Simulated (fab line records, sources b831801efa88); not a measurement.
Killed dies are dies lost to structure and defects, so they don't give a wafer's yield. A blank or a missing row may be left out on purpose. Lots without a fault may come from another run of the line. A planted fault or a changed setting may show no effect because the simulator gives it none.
One fault seen from 2 desks | flow sky130 | each desk has only its own numbers; what lay behind them comes last

THE TOOL OWNER'S DESK: pvd_sputter-04
The tool's own readings at SKY_CAP2M_SPUTTER_02 (material TiN, target thk 200 nm, time 166.7 s): means of the sampled wafers that have a number, for each lot that ran on this tool. A lot is out of limits, marked OUT, if its mean lies more than 4 standard deviations from the usual mean; the brackets give that distance.
Columns: A = throttle_valve_pct at SKY_CAP2M_SPUTTER_02, usual 30.0 %
lot  | first seen here | A
L893 | day 40 04:55    | 29.7
L897 | day 41 13:16    | 30.5
L902 | day 42 22:53    | 30.6
L910 | day 45 09:17    | 29.5
This desk's finding: nothing out of limits on any of the 4 lots.

THE METROLOGY DESK
What the gauges read, lot by lot, whatever tool the lot ran on: means of the sampled wafers that have a number. A lot is out of limits, marked OUT, if its mean lies more than 4 standard deviations from the usual mean; the brackets give that distance.
Columns: A = VIA3_BOW at SKY_VIA3_BOW_MEAS_03, usual 80 um; B = CAP2M_TIN_RS at SKY_CAP2M_RS_MEAS_03, usual 6.91 ohm/sq; C = CAP2M_TIN_THK at SKY_CAP2M_THK_MEAS_04, usual 198.8 nm
lot  | first seen here | A  | B               | C
L891 | day 38 15:01    | 80 | 6.98            | 196.8
L892 | day 38 18:40    | 78 | 6.91            | 198.5
L893 | day 39 02:35    | 78 | 6.92            | 198.1
L894 | day 40 00:08    | 79 | 6.91            | 198.2
L896 | day 40 05:54    | 69 | 6.90            | 198.7
L897 | day 40 10:32    | 82 | 6.86            | 200.1
L901 | day 41 13:38    | 80 | 6.96            | 197.5
L902 | day 41 21:55    | 82 | 7.02            | 196.1
L910 | day 44 09:34    | 75 | 7.28 (+4.9) OUT | 188.0 (-5.1) OUT
L914 | day 45 05:07    | 77 | 6.92            | 199.5
This desk's finding: out of limits on L910; first on L910, day 45 09:24 (CAP2M_TIN_RS at SKY_CAP2M_RS_MEAS_03). In limits: L891, L892, L893, L894, L896, L897, L901, L902, L914.

PUT TOGETHER
The metrology desk could have raised an alarm at day 45 09:24, on L910.
The tool owner's desk saw nothing out of limits.
The tool owner's desk has L910 on record, within its limits.
Of the lots named, all ran SKY_CAP2M_SPUTTER_02 on pvd_sputter-04.

WHAT THE SIMULATOR HAD PUT IN
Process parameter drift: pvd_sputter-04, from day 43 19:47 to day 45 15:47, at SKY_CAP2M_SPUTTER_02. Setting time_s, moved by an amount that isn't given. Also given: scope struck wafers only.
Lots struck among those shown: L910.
Hours from the fault's start to each desk's first reading out of limits: the metrology desk, 38.
